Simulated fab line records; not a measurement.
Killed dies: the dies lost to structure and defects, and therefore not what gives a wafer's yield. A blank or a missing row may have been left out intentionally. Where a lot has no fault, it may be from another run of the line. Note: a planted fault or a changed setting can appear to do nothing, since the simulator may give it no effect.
Which tool did it? || flow gf180mcu || 14 lots, 42 wafers sampled, at 5 steps of a route of 602

== WHAT EACH GAUGE READ, for each wafer ==
GF_STI_THK_MEAS_30.
{"lot": "L658", "measured": "day 2 06:07", "on": "filmMetro-04", "STI_OXIDATION_02_THK (nm)": "9.62 9.53 9.63"}
{"lot": "L659", "measured": "day 2 11:39", "on": "filmMetro-03", "STI_OXIDATION_02_THK (nm)": "9.46 9.43 9.40"}
{"lot": "L661", "measured": "day 2 23:55", "on": "filmMetro-01", "STI_OXIDATION_02_THK (nm)": "9.77 9.70 9.90"}
{"lot": "L662", "measured": "day 3 07:36", "on": "filmMetro-03", "STI_OXIDATION_02_THK (nm)": "9.93 9.96 10.09"}
{"lot": "L663", "measured": "day 3 12:44", "on": "filmMetro-04", "STI_OXIDATION_02_THK (nm)": "9.71 9.80 9.81"}
{"lot": "L665", "measured": "day 3 19:49", "on": "filmMetro-03", "STI_OXIDATION_02_THK (nm)": "10.07 10.01 10.02"}
{"lot": "L666", "measured": "day 4 02:38", "on": "filmMetro-01", "STI_OXIDATION_02_THK (nm)": "9.82 9.86 9.71"}
{"lot": "L667", "measured": "day 4 08:28", "on": "filmMetro-03", "STI_OXIDATION_02_THK (nm)": "9.88 9.94 9.87"}
{"lot": "L668", "measured": "day 4 10:16", "on": "filmMetro-03", "STI_OXIDATION_02_THK (nm)": "7.32 7.09 7.23 7.31 7.07 7.25"}
{"lot": "L671", "measured": "day 5 01:47", "on": "filmMetro-01", "STI_OXIDATION_02_THK (nm)": "7.28 7.29 7.29 7.25 7.27 7.29"}
{"lot": "L677", "measured": "day 6 06:50", "on": "filmMetro-04", "STI_OXIDATION_02_THK (nm)": "10.00 10.02 10.05"}
{"lot": "L678", "measured": "day 6 12:55", "on": "filmMetro-04", "STI_OXIDATION_02_THK (nm)": "9.91 9.73 9.83"}
{"lot": "L680", "measured": "day 6 22:57", "on": "filmMetro-03", "STI_OXIDATION_02_THK (nm)": "10.21 10.12 10.12"}
{"lot": "L681", "measured": "day 7 05:41", "on": "filmMetro-03", "STI_OXIDATION_02_THK (nm)": "10.25 10.33 10.23"}

GF_MVSD_OVL_MEAS_07.
{"lot": "L658", "measured": "day 4 09:35", "on": "overlay-02", "MVSD_OVL (nm)": "0.5 0.9 -1.2"}
{"lot": "L659", "measured": "day 4 16:14", "on": "overlay-02", "MVSD_OVL (nm)": "-2.4 0.8 -2.8"}
{"lot": "L661", "measured": "day 5 05:06", "on": "overlay-01", "MVSD_OVL (nm)": "-0.2 -0.1 -0.2"}
{"lot": "L662", "measured": "day 5 15:36", "on": "overlay-02", "MVSD_OVL (nm)": "-0.7 -1.8 -2.9"}
{"lot": "L663", "measured": "day 5 20:20", "on": "overlay-02", "MVSD_OVL (nm)": "-0.5 -1.7 -1.6"}
{"lot": "L665", "measured": "day 6 04:35", "on": "overlay-02", "MVSD_OVL (nm)": "-1.5 -3.3 -1.2"}
{"lot": "L666", "measured": "day 6 12:06", "on": "overlay-02", "MVSD_OVL (nm)": "-1.2 -2.1 -2.0"}
{"lot": "L667", "measured": "day 6 17:09", "on": "overlay-02", "MVSD_OVL (nm)": "-0.8 -0.8 -1.2"}
{"lot": "L668", "measured": "day 6 22:39", "on": "overlay-02", "MVSD_OVL (nm)": "-1.2 -3.1 -0.6"}
{"lot": "L671", "measured": "day 7 15:33", "on": "overlay-01", "MVSD_OVL (nm)": "-1.1 -3.1 -1.7"}
{"lot": "L677", "measured": "day 8 22:27", "on": "overlay-02", "MVSD_OVL (nm)": "-2.3 -0.6 -1.6"}
{"lot": "L678", "measured": "day 9 05:26", "on": "overlay-01", "MVSD_OVL (nm)": "-1.8 -1.5 -1.3"}
{"lot": "L680", "measured": "day 9 18:01", "on": "overlay-02", "MVSD_OVL (nm)": "-2.9 -2.3 -0.1"}
{"lot": "L681", "measured": "day 10 00:56", "on": "overlay-02", "MVSD_OVL (nm)": "-0.8 -0.6 1.9"}

GF_POLY_GATE_THK_MEAS_01.
{"lot": "L658", "measured": "day 8 11:13", "on": "filmMetro-03", "POLY_GATE_CVD_00_THK (nm)": "198.0 197.8 197.1"}
{"lot": "L659", "measured": "day 8 17:44", "on": "filmMetro-03", "POLY_GATE_CVD_00_THK (nm)": "201.2 201.7 201.2"}
{"lot": "L661", "measured": "day 9 09:40", "on": "filmMetro-01", "POLY_GATE_CVD_00_THK (nm)": "200.4 200.8 199.9"}
{"lot": "L662", "measured": "day 9 22:46", "on": "filmMetro-03", "POLY_GATE_CVD_00_THK (nm)": "198.7 200.7 197.7"}
{"lot": "L663", "measured": "day 10 03:18", "on": "filmMetro-01", "POLY_GATE_CVD_00_THK (nm)": "199.9 200.4 199.5"}
{"lot": "L665", "measured": "day 10 13:50", "on": "filmMetro-03", "POLY_GATE_CVD_00_THK (nm)": "202.7 204.0 204.9"}
{"lot": "L666", "measured": "day 10 23:10", "on": "filmMetro-01", "POLY_GATE_CVD_00_THK (nm)": "199.2 200.1 198.8"}
{"lot": "L667", "measured": "day 11 06:34", "on": "filmMetro-03", "POLY_GATE_CVD_00_THK (nm)": "196.8 197.5 199.4"}
{"lot": "L668", "measured": "day 11 12:32", "on": "filmMetro-02", "POLY_GATE_CVD_00_THK (nm)": "197.9 199.8 198.4"}
{"lot": "L671", "measured": "day 12 12:08", "on": "filmMetro-03", "POLY_GATE_CVD_00_THK (nm)": "197.6 195.1 199.6"}
{"lot": "L677", "measured": "day 13 23:37", "on": "filmMetro-03", "POLY_GATE_CVD_00_THK (nm)": "200.0 200.4 200.5"}
{"lot": "L678", "measured": "day 14 06:25", "on": "filmMetro-01", "POLY_GATE_CVD_00_THK (nm)": "198.9 199.3 199.0"}
{"lot": "L680", "measured": "day 14 18:32", "on": "filmMetro-02", "POLY_GATE_CVD_00_THK (nm)": "198.1 198.7 198.4"}
{"lot": "L681", "measured": "day 15 05:14", "on": "filmMetro-02", "POLY_GATE_CVD_00_THK (nm)": "202.4 203.7 203.2"}

GF_HV_LDD_TW_MEAS_23.
{"lot": "L658", "measured": "day 10 19:29", "on": "filmMetro-02", "HV_LDD_2_TW": "1052 1061 1062"}
{"lot": "L659", "measured": "day 11 01:29", "on": "filmMetro-02", "HV_LDD_2_TW": "1054 1061 1053"}
{"lot": "L661", "measured": "day 11 17:44", "on": "filmMetro-02", "HV_LDD_2_TW": "1060 1060 1063"}
{"lot": "L662", "measured": "day 12 08:46", "on": "filmMetro-04", "HV_LDD_2_TW": "1051 1044 1046"}
{"lot": "L663", "measured": "day 12 14:37", "on": "filmMetro-02", "HV_LDD_2_TW": "1058 1060 1059"}
{"lot": "L665", "measured": "day 13 00:59", "on": "filmMetro-01", "HV_LDD_2_TW": "1053 1055 1054"}
{"lot": "L666", "measured": "day 13 10:05", "on": "filmMetro-01", "HV_LDD_2_TW": "1060 1059 1055"}
{"lot": "L667", "measured": "day 13 22:52", "on": "filmMetro-01", "HV_LDD_2_TW": "1057 1057 1059"}
{"lot": "L668", "measured": "day 14 05:50", "on": "filmMetro-02", "HV_LDD_2_TW": "1056 1058 1064"}
{"lot": "L671", "measured": "day 15 01:35", "on": "filmMetro-01", "HV_LDD_2_TW": "1073 1064 1067"}
{"lot": "L677", "measured": "day 16 18:05", "on": "filmMetro-02", "HV_LDD_2_TW": "1055 1052 1049"}
{"lot": "L678", "measured": "day 17 01:26", "on": "filmMetro-01", "HV_LDD_2_TW": "1066 1060 1064"}
{"lot": "L680", "measured": "day 17 15:39", "on": "filmMetro-01", "HV_LDD_2_TW": "1067 1067 1062"}
{"lot": "L681", "measured": "day 18 03:07", "on": "filmMetro-02", "HV_LDD_2_TW": "1050 1045 1051"}

== WHAT TOOL EACH LOT RAN ON (gives the tool, then ch and the chambers of the sampled wafers, and finally the start) ==
{"lot": "L658", "GF_STI_OXIDATION_29": "furnace-01 ch 0, day 2 04:43"}
{"lot": "L659", "GF_STI_OXIDATION_29": "furnace-01 ch 0, day 2 10:15"}
{"lot": "L661", "GF_STI_OXIDATION_29": "furnace-01 ch 0, day 2 22:31"}
{"lot": "L662", "GF_STI_OXIDATION_29": "furnace-02 ch 0, day 3 06:11"}
{"lot": "L663", "GF_STI_OXIDATION_29": "furnace-02 ch 0, day 3 11:20"}
{"lot": "L665", "GF_STI_OXIDATION_29": "furnace-01 ch 0, day 3 18:25"}
{"lot": "L666", "GF_STI_OXIDATION_29": "furnace-01 ch 0, day 4 01:14"}
{"lot": "L667", "GF_STI_OXIDATION_29": "furnace-02 ch 0, day 4 07:04"}
{"lot": "L668", "GF_STI_OXIDATION_29": "furnace-01 ch 0, day 4 08:52"}
{"lot": "L671", "GF_STI_OXIDATION_29": "furnace-01 ch 0, day 5 00:23"}
{"lot": "L677", "GF_STI_OXIDATION_29": "furnace-02 ch 0, day 6 05:26"}
{"lot": "L678", "GF_STI_OXIDATION_29": "furnace-02 ch 0, day 6 11:31"}
{"lot": "L680", "GF_STI_OXIDATION_29": "furnace-02 ch 0, day 6 21:32"}
{"lot": "L681", "GF_STI_OXIDATION_29": "furnace-02 ch 0, day 7 04:17"}
- GF_STI_OXIDATION_29: stabilise 600 s, purge 300 s, target thk 10 nm.

== AS READ BY THE TOOLS THEMSELVES (means over the sampled wafers that have a number; for cases with no such wafer, the mark the record gives instead) ==
The record holds no such reading with a usual standard deviation.

== THE ANSWER, worked out from the rows above alone ==
Rule: what is usual is taken from the lots themselves. The widest of any qualifying gaps counts: lots, ordered by their means at a reading, are off when they make up no more than a third of the lots, leave a main group of 4 or more, and stand apart from it by 3 or more times the standard deviation of that group's means. A main group whose means are all the same, to the digits that the tables above print for the reading, isn't used. A lot without any number at a reading at which 4 lots or more have one is off too. Where the step has rows for the other lots, those lots are counted as sound. After the gauges, taken in route order, come the tools' own readings; for these a lot's mean is taken, as printed above. At the first step where some lot is off, the reading lying furthest off is the one used; lots without a number count as furthest.
Off: L668, L671, seen at GF_STI_THK_MEAS_30 (STI_OXIDATION_02_THK). Main group: mean 9.88 nm, sd 0.22.
A tool fits if, at a process step before that reading, it ran every lot that is off, and no sound lot after the first of them. Those tools and the gauges at GF_STI_THK_MEAS_30 are tried in the same way. One fits: furnace-01 at GF_STI_OXIDATION_29. A fault onset in the window from L666 (day 4 01:14, its last sound lot) to L668 (day 4 08:52, its first lot off) fits.

== WHAT HAD BEEN PUT IN BY THE SIMULATOR ==
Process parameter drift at GF_STI_OXIDATION_29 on furnace-01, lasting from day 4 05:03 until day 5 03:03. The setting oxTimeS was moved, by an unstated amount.
Shown lots that were struck: L668, L671. The rule above found the same.
